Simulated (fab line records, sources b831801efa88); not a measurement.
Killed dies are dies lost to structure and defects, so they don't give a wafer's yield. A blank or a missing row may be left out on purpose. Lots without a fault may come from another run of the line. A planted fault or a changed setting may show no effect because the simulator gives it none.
Which tool did it? | flow sky130 | 11 lots, 33 wafers sampled, at 3 steps of a route of 708

WHAT THE GAUGES READ, wafer by wafer
SKY_VT_ADJUST_LVTN_OVL_MEAS_18.
lot  | measured     | on         | VT_ADJUST_LVTN_01_OVL (nm)
L646 | day 7 18:22  | overlay-02 | 0.3 1.4 1.0
L647 | day 7 22:41  | overlay-01 | 2.6 2.1 -0.1
L648 | day 8 12:11  | overlay-02 | 2.5 3.9 2.0
L651 | day 9 06:44  | overlay-02 | 247.4 247.2 246.3 246.0 245.6 243.9
L653 | day 9 14:35  | overlay-01 | 244.8 246.8 246.0 243.3 244.7 243.9
L658 | day 11 05:26 | overlay-01 | 2.1 2.3 0.3
L662 | day 12 04:41 | overlay-02 | 1.3 1.0 1.1
L665 | day 13 00:02 | overlay-01 | 1.6 2.5 1.6
L666 | day 13 03:58 | overlay-01 | 1.2 -0.6 -0.1
L667 | day 13 10:44 | overlay-01 | 0.5 1.7 3.0
L669 | day 13 23:17 | overlay-01 | 2.5 3.0 1.8

WHICH TOOL RAN EACH LOT (tool, then ch and the chambers of the sampled wafers, then the start)
lot  | SKY_FIELD_ISO_STRIP_16              | SKY_VT_ADJUST_LVTN_EXPOSE_15
L646 | plasma_asher-04 ch 0,1, day 2 05:48 | iline_stepper-01 ch 0, day 7 09:05
L647 | plasma_asher-02 ch 0,1, day 2 09:51 | iline_stepper-01 ch 0, day 7 12:27
L648 | plasma_asher-03 ch 0,1, day 2 15:18 | iline_stepper-02 ch 0, day 7 19:19
L651 | plasma_asher-04 ch 0,1, day 3 06:39 | iline_stepper-01 ch 0, day 8 19:13
L653 | plasma_asher-03 ch 0, day 3 17:41   | iline_stepper-01 ch 0, day 9 05:15
L658 | plasma_asher-04 ch 0,1, day 4 19:57 | iline_stepper-02 ch 0, day 10 18:00
L662 | plasma_asher-02 ch 0,1, day 5 16:16 | iline_stepper-02 ch 0, day 11 17:08
L665 | plasma_asher-03 ch 0,1, day 6 09:02 | iline_stepper-02 ch 0, day 12 11:42
L666 | plasma_asher-04 ch 0,1, day 6 13:09 | iline_stepper-02 ch 0, day 12 15:12
L667 | plasma_asher-02 ch 0,1, day 6 18:59 | iline_stepper-02 ch 0, day 12 22:28
L669 | plasma_asher-02 ch 0,1, day 7 03:45 | iline_stepper-02 ch 0, day 13 11:13
- SKY_FIELD_ISO_STRIP_16: strips in O2/N2.
- SKY_VT_ADJUST_LVTN_EXPOSE_15: exposes mask HVN STD DERIVED, target cd 600 nm.

THE ANSWER, worked out from the rows above alone
Rule: what is usual is taken from the lots themselves. Put in order of their means at a reading, lots are off if they are a third of the lots or fewer, leave a main group of 4 or more, and stand apart from it by a gap of 3 or more times the standard deviation of the main group's means; of several such gaps the widest counts. A main group whose means are all the same, to the digits that the tables above print for the reading, isn't used. A lot without any number at a reading at which 4 lots or more have one is off too. The other lots that the step has rows for count as sound.
Off: L651, L653, at SKY_VT_ADJUST_LVTN_OVL_MEAS_18 (VT_ADJUST_LVTN_01_OVL). The main group: mean 1.6 nm, standard deviation 0.75.
A tool fits if, at a process step before that reading, it ran every lot that is off, and no sound lot after the first of them. The gauges at SKY_VT_ADJUST_LVTN_OVL_MEAS_18 are tried like those tools. One fits: iline_stepper-01 at SKY_VT_ADJUST_LVTN_EXPOSE_15. Its last sound lot is L647 (day 7 12:27), its first lot that is off L651 (day 8 19:13): a fault that began between those two fits.

WHAT THE SIMULATOR HAD PUT IN
Scanner matching overlay: iline_stepper-01, from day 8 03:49 on, at SKY_VT_ADJUST_LVTN_EXPOSE_15. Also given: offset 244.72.
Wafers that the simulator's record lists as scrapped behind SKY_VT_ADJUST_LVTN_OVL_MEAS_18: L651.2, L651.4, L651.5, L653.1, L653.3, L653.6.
Lots struck among those shown: L651, L653. The rule above found the same.
